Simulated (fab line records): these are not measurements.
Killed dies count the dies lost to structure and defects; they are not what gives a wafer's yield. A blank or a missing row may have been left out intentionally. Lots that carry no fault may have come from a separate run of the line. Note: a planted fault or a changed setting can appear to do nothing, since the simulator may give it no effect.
A lot that was struck, set against a sound lot | flow sky130 | 14 steps out of a route of 708
Sound: wafers L497.1, L497.5, L497.6. Wafers L515.1, L515.2, L515.4 were the ones struck. The cause is given at the end.
Per side, at each step with rows, come the tool, then ch with its chambers, and then its first start. Under that, the readings that differ: sound wafers | struck wafers | difference of the means | sigmas: that difference in standard deviations of wafers without a fault.
alike: same words and numbers on both sides, and readings whose means sit less than 2 such deviations apart. not compared: any withheld reading, any reading some wafer has no value for, any bound like >300 that may hide the same value, and any number with overlapping values for which the record gives no deviation.
Wherever a step has rows on one side only, a row that says differs or no value, or a row with sigmas, the two part there. Numbers that don't overlap but have no deviation are shown without sigmas and don't part them. A reading that every wafer of one side lacks parts them only if that side has two wafers or more.

SKY_METAL5_SPUTTER_01: material TiN, target thk 20 nm, time 16.7 s.
  sound: pvdSputter-03 at day 43 21:08; struck: pvdSputter-02 at day 48 13:31
  alike: chamberPressurePa, throttleValvePct
SKY_METAL5_SPUTTER_02: material AlCu, target thk 1150 nm, time 61.2 s.
  sound: pvdSputter-03 at day 43 21:10; struck: pvdSputter-02 at day 48 13:32
  alike: chamberPressurePa, throttleValvePct
SKY_METAL5_SPUTTER_03: material Ti, target thk 5 nm, time 3.3 s.
  sound: pvdSputter-03 at day 43 21:13; struck: pvdSputter-02 at day 48 13:35
  alike: chamberPressurePa, throttleValvePct
SKY_METAL5_SPUTTER_04: material TiN, target thk 70 nm, time 58.3 s.
  sound: pvdSputter-03 at day 43 21:14; struck: pvdSputter-02 at day 48 13:36
  alike: chamberPressurePa, throttleValvePct
SKY_METAL5_RS_MEAS_05: a four-point-probe measurement.
  sound: filmMetro-03 at day 43 21:17; struck: filmMetro-03 at day 48 13:39
  alike: METAL5_ALCU_RS
SKY_METAL5_THK_MEAS_06: measures by xrf.
  sound: filmMetro-03 at day 43 21:24; struck: filmMetro-03 at day 48 13:46
  alike: METAL5_ALCU_THK
then, 6 steps without rows for these wafers: SKY_METAL5_DEHYDRATE_07 (time 60 s); SKY_METAL5_HMDS_08 (prime time 60 s); SKY_METAL5_COAT_09 (resist thk 1800 nm); SKY_METAL5_SOFTBAKE_10 (time 60 s); SKY_METAL5_EXPOSE_11 (exposes mask MM5, target cd 1600 nm); SKY_METAL5_PEB_12.
SKY_METAL5_DEVELOP_13: develop time 60 s.
  struck on lithoTrack-03, day 49 08:34; sound on lithoTrack-01 ch 0, day 44 20:23
  no value came back on the struck wafers for chillPlateTempC (C), developTimeS (s); on the sound wafers chillPlateTempC (C) reads 23.07 23.16 22.95
SKY_METAL5_DESCUM_14: chemistry O2, time 11 s.
  sound on rieMetal-04 ch 0,1, day 44 20:32; struck on rieMetal-02 ch 0,1, day 49 08:43
reading             | sound             | struck            | difference | sigmas
oesProductAu (a.u.) | 0.977 0.992 0.996 | 0.998 1.012 1.023 | +0.023     | +2
  alike: drypumpMotorCurrentA, heBacksideLeakSccm, rfFwdPowerW
  not compared: rfHoursCounterH

WHERE THEY PART
Earliest at SKY_METAL5_DEVELOP_13; latest, in this record, at SKY_METAL5_DESCUM_14.

WHY: what the simulator had put in
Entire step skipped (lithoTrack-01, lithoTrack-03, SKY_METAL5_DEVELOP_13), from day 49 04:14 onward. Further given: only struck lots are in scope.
